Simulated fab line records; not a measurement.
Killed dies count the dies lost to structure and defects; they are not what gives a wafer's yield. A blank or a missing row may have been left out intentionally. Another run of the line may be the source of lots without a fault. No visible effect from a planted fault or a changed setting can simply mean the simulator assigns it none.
Chamber matching | flow sky130 | SKY_PASSIVATION_CVD_00 on pecvd-02 has 3 sister chambers
The step deposits SiO2, target thk 90 nm. 3 wafers are shown with their chamber, then 8 later ones without.

== WAFERS PAIRED WITH THEIR CHAMBERS ==
wafer  | chamber | heaterPowerW (W)
L092.4 | 0       | 699
L092.6 | 2       | 614
L093.1 | 1       | 736

== WAFERS WHOSE CHAMBER IS MISSING ==
wafer  | heaterPowerW (W)
L093.2 | 614
L093.3 | 599
L096.1 | 738
L096.2 | 570
L096.3 | 705
L096.4 | 729
L096.5 | 555
L096.6 | 727

== CHAMBER TAKEN BY EACH ==
wafer  | from the rows above     | in truth
L093.2 | 2                       | 2
L093.3 | 2                       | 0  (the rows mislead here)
L096.1 | can't be placed: 1 or 0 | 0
L096.2 | 2                       | 2
L096.3 | can't be placed: 0 or 1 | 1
L096.4 | can't be placed: 1 or 0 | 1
L096.5 | 2                       | 2
L096.6 | can't be placed: 1 or 0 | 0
Correct placement for 3 of the 8. From these rows, 4 cannot be placed; in 4 the true chamber is one of the candidates. Number placed wrongly: 1.
How it was worked out, from the rows above alone: a wafer's distance from a chamber is the root of the sum, over the readings, of the square of ((its reading less the chamber's mean) divided by the reading's scatter). The wafer belongs to the nearest chamber; if the next one is less than 2 further off, it can't be placed. Each chamber's mean is taken over the wafers shown for it. The scatter: with one shown wafer a chamber, the root of the mean of the squares of how far each hidden wafer lies from its nearest shown one.
